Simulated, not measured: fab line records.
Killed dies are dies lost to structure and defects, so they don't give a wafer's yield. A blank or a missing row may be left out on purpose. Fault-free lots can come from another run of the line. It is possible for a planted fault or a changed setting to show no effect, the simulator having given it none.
Matching of chambers -- flow sky130 -- 4 sister chambers for SKY_SPACER_ETCHBACK_02 on rie diel-02
The step etches Si3N4 in CH3F/O2, stops on SiO2, time 46.7 s, target depth 45 nm. 14 wafers are shown with their chamber, then 7 later ones without.

== EACH WAFER AND ITS CHAMBER ==
wafer,chamber,drypump motor current A (A),chamber pressure mTorr (mTorr),throttle valve pct (%)
L077.2,3,6.0,24.986,10.565
L077.4,2,4.7,25.021,10.560
L077.5,3,6.0,24.986,10.556
L081.3,1,5.9,24.978,10.573
L081.4,3,6.0,24.974,10.577
L081.6,2,4.6,25.018,10.564
L082.1,3,6.0,24.954,10.555
L082.2,2,4.6,24.982,10.552
L082.4,0,6.2,24.977,10.546
L084.4,0,6.2,24.983,10.556
L084.5,0,6.2,24.979,10.560
L084.6,1,5.9,24.994,10.546
L090.3,2,4.6,24.950,10.543
L090.4,1,5.9,24.990,10.552

SIGNATURES (averages over the wafers above)
reading,chamber 0,chamber 1,chamber 2,chamber 3,scatter within a chamber
drypump motor current A,6.200,5.900,4.625,6.000,0.0274
chamber pressure mTorr,24.97967,24.98733,24.99275,24.97500,0.0205
throttle valve pct,10.55400,10.55700,10.55475,10.56325,0.0104
Rule: for a wafer and a chamber, the distance is found by dividing, reading by reading, the gap between the wafer's reading and the chamber's mean by the reading's scatter, squaring, summing and taking the root. If the next closest chamber is less than 2 further off than the closest, the wafer can't be placed; otherwise it belongs to the closest. How the scatter is found: for the shown wafers, subtract from each reading the mean of its chamber, square and add these, divide the total by (wafers less chambers), then take the root.

== WAFERS MISSING THEIR CHAMBER ==
wafer,drypump motor current A (A),chamber pressure mTorr (mTorr),throttle valve pct (%)
L090.6,6.0,24.993,10.591
L091.1,4.7,24.970,10.555
L091.2,6.2,24.990,10.556
L091.5,4.7,25.037,10.555
L097.1,6.2,25.017,10.565
L097.3,5.9,24.983,10.574
L097.6,4.7,24.999,10.558

== WHICH CHAMBER EACH ONE RAN IN ==
wafer,from the rows above,in truth
L090.6,3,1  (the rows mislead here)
L091.1,2,2
L091.2,0,0
L091.5,2,2
L097.1,0,0
L097.3,1,1
L097.6,2,2
Placed correctly: 6 of 7. Not placeable from these rows: 0. Wrongly placed: 1.
